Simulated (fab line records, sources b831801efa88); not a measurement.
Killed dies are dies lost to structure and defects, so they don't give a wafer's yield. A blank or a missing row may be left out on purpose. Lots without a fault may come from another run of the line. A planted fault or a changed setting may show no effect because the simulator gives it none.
Which tool did it? | flow sky130 | 12 lots, 36 wafers sampled, at 2 steps of a route of 708

WHAT THE GAUGES READ, wafer by wafer
SKY_CAP2M_THK_MEAS_04: measures by xrf.
lot  | measured     | on            | CAP2M_TIN_THK (nm)
L075 | day 40 17:36 | film_metro-02 | 204 206 202
L076 | day 40 19:40 | film_metro-02 | 201 199 199
L079 | day 42 13:18 | film_metro-03 | 208 202 206
L080 | day 42 16:01 | film_metro-02 | 203 207 204
L084 | day 42 22:11 | film_metro-01 | 210 207 211
L085 | day 43 01:09 | film_metro-01 | 207 209 211
L087 | day 43 11:21 | film_metro-01 | 207 203 206
L089 | day 43 22:12 | film_metro-02 | 203 205 201
L091 | day 44 14:57 | film_metro-03 | 203 205 207
L093 | day 45 08:18 | film_metro-01 | 207 206 202
L095 | day 45 21:17 | film_metro-02 | 205 210 201
L097 | day 46 04:20 | film_metro-01 | 208 206 207

WHICH TOOL RAN EACH LOT (tool, then ch and the chambers of the sampled wafers, then the start)
lot  | SKY_CAP2M_SPUTTER_02
L075 | pvd_sputter-04, day 40 17:22
L076 | pvd_sputter-01, day 40 19:24
L079 | pvd_sputter-03, day 42 13:04
L080 | pvd_sputter-03, day 42 15:47
L084 | pvd_sputter-03, day 42 21:56
L085 | pvd_sputter-04, day 43 00:55
L087 | pvd_sputter-04, day 43 11:07
L089 | pvd_sputter-04, day 43 21:58
L091 | pvd_sputter-01, day 44 14:43
L093 | pvd_sputter-01, day 45 08:04
L095 | pvd_sputter-03, day 45 21:04
L097 | pvd_sputter-04, day 46 04:07
- SKY_CAP2M_SPUTTER_02: material TiN, target thk 200 nm, time 166.7 s.

THE ANSWER, worked out from the rows above alone
Rule: what is usual is taken from the lots themselves. Put in order of their means at a reading, lots are off if they are a third of the lots or fewer, leave a main group of 4 or more, and stand apart from it by a gap of 3 or more times the standard deviation of the main group's means; of several such gaps the widest counts. A main group whose means are all the same, to the digits that the tables above print for the reading, isn't used. A lot without any number at a reading at which 4 lots or more have one is off too. The other lots that the step has rows for count as sound.
No lot is off at any reading shown: from this, nothing can be told.

WHAT THE SIMULATOR HAD PUT IN
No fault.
